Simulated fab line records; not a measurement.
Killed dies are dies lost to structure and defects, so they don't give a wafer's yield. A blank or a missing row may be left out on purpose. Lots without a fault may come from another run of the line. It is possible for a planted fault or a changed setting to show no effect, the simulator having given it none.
Struck lot and sound lot, side by side -- flow sky130 -- 15 out of 708 route steps
Sound: the wafers L171.2, L171.3, L171.5. Struck: wafer L177.5 (left out: L177.3, L177.6 of the same lot, which were not struck); the cause appears at the end.
For every step that has rows: the tool of each side, followed by ch and its chambers, followed by its first start. Under that, the readings that differ: sound wafers -- struck wafers -- difference of the means -- sigmas: that difference in standard deviations of wafers without a fault.
alike: readings with means less than 2 such deviations apart, plus words and numbers identical on both sides. not compared: withheld readings, readings lacking a value on some wafer, bounds such as >300 that could conceal the same value, and numbers that have no deviation in the record and whose values overlap.
Wherever a step has rows on one side only, a row that says differs or no value, or a row with sigmas, the two part there. When numbers do not overlap yet have no deviation, they are printed without sigmas and do not part them. A reading that every wafer of one side lacks parts them only if that side has two wafers or more.

first, 8 steps without rows for these wafers: SKY_METAL4_DEHYDRATE_05 (time 60 s); SKY_METAL4_HMDS_06 (prime time 60 s); SKY_METAL4_COAT_07 (resist thk 60 nm); SKY_METAL4_COAT_08 (resist thk 1140 nm); SKY_METAL4_SOFTBAKE_09 (time 90 s); SKY_METAL4_EXPOSE_10 (exposes mask MM4, target cd 300 nm); SKY_METAL4_PEB_11; SKY_METAL4_DEVELOP_12 (develop time 60 s).
SKY_METAL4_CD_MEAS_13: the cd target is 300 nm.
  struck on cd-sem-01, day 43 09:05; sound on cd-sem-01, day 41 15:55
  alike: cd-nm
SKY_METAL4_OVL_MEAS_14:
  struck on overlay-02, day 43 09:11; sound on overlay-02, day 41 16:02
  alike: METAL4_OVL
SKY_METAL4_DESCUM_15: chemistry O2, time 8 s.
  sound on rie-metal-03 ch 0,1, day 41 16:04; struck on rie-metal-02 ch 1, day 43 09:13
  alike: drypump-motor-current-A, oes-product-au
  not compared: rf-hours-counter-h
SKY_METAL4_ETCH_16: etches BARC in N2/H2, stops on SiO2, time 88.2 s, target depth 60 nm.
  sound on rie-metal-03 ch 0,1, day 41 16:05; struck on rie-metal-02 ch 1, day 43 09:16
  alike: drypump-motor-current-A, oes-product-au, throttle-valve-pct
  not compared: rf-hours-counter-h
SKY_METAL4_ETCH_17: etches SiO2 in C4F8/O2/Ar, stops on TiN, time 3.9 s, target depth 15 nm.
  sound on rie-diel-02 ch 0,3, day 41 16:11; struck on rie-diel-01 ch 3, day 43 09:20
reading,sound,struck,difference,sigmas
oes-product-au (a.u.),0.750 0.746 0.754,0.781,+0.031,+5
  not compared: rf-hours-counter-h
SKY_METAL4_METAL_ETCH_18: etches the open film in Cl2/BCl3, stops on SiO2, target depth 845 nm, time 183.1 s.
  sound on rie-metal-02 ch 0,1, day 41 16:13; struck on rie-metal-01 ch 0, day 43 09:25
  alike: drypump-motor-current-A, oes-product-au, throttle-valve-pct
  not compared: rf-hours-counter-h
-- the record jumps here: 4 days lie between the struck wafers' starts before and after (it left off in module METAL4 and takes up again in module PAD_OPEN, whose first step shown is number 708 of the route) --
SKY_PAD_OPEN_PROBE_99:
  struck on prober-01, day 47 05:25; sound on prober-01, day 45 16:20
  alike: defect-limited-yield, killed_at_M0_to_M3, killed_at_M4_up, killed-at-contacts, killed-at-front-end, killed-at-other, killed-dies, killed-open, killed-short, sort_bin_3_pad_short, sort_bin_5_function, sort_bin_6_memory, sort-n-pass, sort-yield-pct

WHERE THEY PART
Only at SKY_METAL4_ETCH_17, as far as this record shows. Later steps at which nothing parts them and some readings are alike: SKY_METAL4_METAL_ETCH_18, SKY_PAD_OPEN_PROBE_99.

WHY: what had been put in by the simulator
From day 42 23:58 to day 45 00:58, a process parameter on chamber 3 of rie-diel-01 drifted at SKY_METAL4_ETCH_17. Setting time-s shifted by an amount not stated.
